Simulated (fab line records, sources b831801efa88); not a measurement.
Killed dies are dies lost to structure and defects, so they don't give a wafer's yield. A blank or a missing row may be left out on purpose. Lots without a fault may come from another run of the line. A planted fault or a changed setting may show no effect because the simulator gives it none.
A struck lot beside a sound one | flow sky130 | 15 steps out of a route of 708
Sound: wafers L696.1, L696.4, L696.6. Struck: wafers L707.3, L707.5, L707.6. The cause comes at the end.
At each step with rows: each side's tool, then ch and its chambers, then its first start. Under that, the readings that differ: sound wafers | struck wafers | difference of the means | sigmas: that difference in standard deviations of wafers without a fault.
alike: readings whose means differ by less than 2 such deviations, and words and numbers that are the same on both sides. not compared: withheld readings, readings that some wafer has no value for, bounds like >300 that may hide the same value, and numbers for which the record gives no deviation and whose values overlap.
The two part at a step that has a row with sigmas, a row that says differs or no value, or rows on one side only. Numbers that don't overlap but have no deviation are shown without sigmas and don't part them. A reading that every wafer of one side lacks parts them only if that side has two wafers or more.

SKY_METAL4_ETCH_16: etches BARC in N2/H2, stops on SiO2, time 88.2 s, target depth 60 nm.
  sound on rie_metal-03 ch 0,1, day 43 22:46; struck on rie_metal-03 ch 0,1, day 46 06:04
  alike: drypump_motor_current_A, n2_flow_sccm, oes_product_au, throttle_valve_pct
  not compared: rf_hours_counter_h
SKY_METAL4_ETCH_17: etches SiO2 in C4F8/O2/Ar, stops on TiN, time 3.9 s, target depth 15 nm.
  sound on rie_diel-01 ch 0,2,3, day 43 22:52; struck on rie_diel-04 ch 0,1,2, day 46 06:08
  alike: oes_product_au
  not compared: rf_hours_counter_h
SKY_METAL4_METAL_ETCH_18: etches the open film in Cl2/BCl3, stops on SiO2, target depth 845 nm, time 183.1 s.
  sound on rie_metal-04 ch 0,1, day 43 22:53; struck on rie_metal-03 ch 0,1, day 46 06:13
  alike: bcl3_flow_sccm, drypump_motor_current_A, oes_product_au, throttle_valve_pct
  not compared: rf_hours_counter_h
SKY_METAL4_STRIP_19: strips in O2/N2.
  sound on plasma_asher-02 ch 0, day 43 23:04; struck on plasma_asher-01 ch 0,1, day 46 06:22
  alike: drypump_motor_current_A, n2_flow_sccm, oes_product_au, strip_time_to_endpoint_s
  not compared: rf_hours_counter_h
then, 4 steps without rows for these wafers: SKY_METAL4_STRIP_20 (strips in post etch residue remover, time 1200 s); SKY_METAL4_CLEAN_21 (cleans in IPA, time 180 s); SKY_METAL4_CLEAN_22 (cleans in O3/DIW); SKY_VIA4_HDPCVD_00 (deposits SiO2, target thk 1750 nm, time 291.7 s).
SKY_VIA4_THK_MEAS_01:
  sound on film_metro-03, day 43 23:51; struck on film_metro-01, day 46 07:20
  alike: VIA4_HDPCVD_THK
SKY_VIA4_CMP_02: polishes SiO2.
  sound on cmp-01 ch 0,1,2, day 43 23:55; struck on cmp-01 ch 1,2,3, day 46 07:51
  alike: motor_current_A, retaining_ring_pressure_frac
SKY_VIA4_BOW_MEAS_03:
  sound on film_metro-04, day 44 00:13; struck on film_metro-03, day 46 08:05
  alike: VIA4_BOW
then, 1 step without rows for these wafers: SKY_VIA4_DEHYDRATE_04 (time 60 s).
SKY_VIA4_HMDS_05: prime time 60 s.
  sound on litho_track-01 ch 0, day 44 10:03; struck on litho_track-01 ch 0, day 46 18:09
  reading          | sound                | struck               | difference | sigmas
  prime_temp_c (C) | 120.19 120.22 120.00 | 122.31 122.41 122.16 | +2.16      | +17
then, 1 step without rows for these wafers: SKY_VIA4_COAT_06 (resist thk 1140 nm).
-- the record jumps here: 3 days lie between the struck wafers' starts before and after (it left off in module VIA4 and takes up again in module PAD_OPEN, whose first step shown is number 708 of the route) --
SKY_PAD_OPEN_PROBE_99:
  sound on prober-02, day 47 15:23; struck on prober-02, day 49 17:49
  reading      | sound    | struck   | difference | sigmas
  killed_short | 52 47 36 | 32 33 33 | -12        | -2
  alike: defect_limited_yield, killed_at_M0_to_M3, killed_at_M4_up, killed_at_contacts, killed_at_front_end, killed_at_other, killed_dies, killed_open, sort_bin_3_pad_short, sort_bin_5_function, sort_bin_6_memory, sort_n_pass, sort_yield_pct

WHERE THEY PART
First at SKY_VIA4_HMDS_05; last, within this record, at SKY_PAD_OPEN_PROBE_99.

WHY: what the simulator had put in
Process parameter drift: litho_track-01, from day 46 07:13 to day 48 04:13, at SKY_VIA4_HMDS_05. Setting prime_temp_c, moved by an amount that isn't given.
